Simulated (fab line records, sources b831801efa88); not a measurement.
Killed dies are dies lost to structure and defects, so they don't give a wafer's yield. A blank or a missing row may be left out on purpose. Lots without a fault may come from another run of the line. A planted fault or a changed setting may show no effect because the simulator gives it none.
One fault seen from 2 desks | flow sky130 | each desk has only its own numbers; what lay behind them comes last

THE TOOL OWNER'S DESK: implanter-01
The tool's own readings at SKY_NWELL_IMPLANT_12: means of the sampled wafers that have a number, for each lot that ran on this tool. A lot is out of limits, marked OUT, if its mean lies more than 4 standard deviations from the usual mean; the brackets give that distance.
Columns: A = beam_on_s at SKY_NWELL_IMPLANT_12, usual 10.00 s; B = dose_ions_cm2 at SKY_NWELL_IMPLANT_12, usual 1.2997e+12; C = faraday_current_uA at SKY_NWELL_IMPLANT_12, usual 7.33
lot  | first seen here | A     | B                            | C
L586 | day 5 19:56     | 10.05 | 1.2991e+12                   | 7.29
L594 | day 7 18:42     | 9.96  | 1.4277e+12 (+98) OUT         | 8.11 (+5.6) OUT
L597 | day 8 12:46     | 10.09 | 1.4300e+12 (+99 or more) OUT | 7.98 (+4.6) OUT
L598 | day 9 00:41     | 10.06 | 1.4261e+12 (+97) OUT         | 7.99 (+4.7) OUT
This desk's finding: out of limits on L594, L597, L598; first on L594, day 7 18:42 (dose_ions_cm2 at SKY_NWELL_IMPLANT_12). In limits: L586.

THE METROLOGY DESK
What the gauges read, lot by lot, whatever tool the lot ran on: means of the sampled wafers that have a number. A lot is out of limits, marked OUT, if its mean lies more than 4 standard deviations from the usual mean; the brackets give that distance.
Columns: A = PWDE_TW at SKY_PWDE_TW_MEAS_10, usual 375; B = NWELL_00_OVL at SKY_NWELL_OVL_MEAS_10, usual 0.4 nm
lot  | first seen here | A   | B
L586 | day 5 01:13     | 372 | 0.4
L588 | day 5 12:56     | 375 | -2.9
L594 | day 6 23:52     | 374 | 1.0
L597 | day 7 17:09     | 373 | 1.0
L598 | day 8 03:42     | 381 | -1.0
L599 | day 8 06:40     | 374 | -0.5
L604 | day 9 21:24     | 380 | 0.2
This desk's finding: nothing out of limits on any of the 7 lots.

PUT TOGETHER
The tool owner's desk could have raised an alarm at day 7 18:42, on L594, L597, L598.
The metrology desk saw nothing out of limits.
The metrology desk has L594, L597, L598 on record, within its limits.
Of the lots named, all ran SKY_NWELL_IMPLANT_12 on implanter-01.

WHAT THE SIMULATOR HAD PUT IN
Process parameter drift: implanter-01, from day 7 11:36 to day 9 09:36, at SKY_NWELL_IMPLANT_12. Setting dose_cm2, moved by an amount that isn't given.
Lots struck among those shown: L594, L597, L598.
Hours from the fault's start to each desk's first reading out of limits: the tool owner's desk, 7.
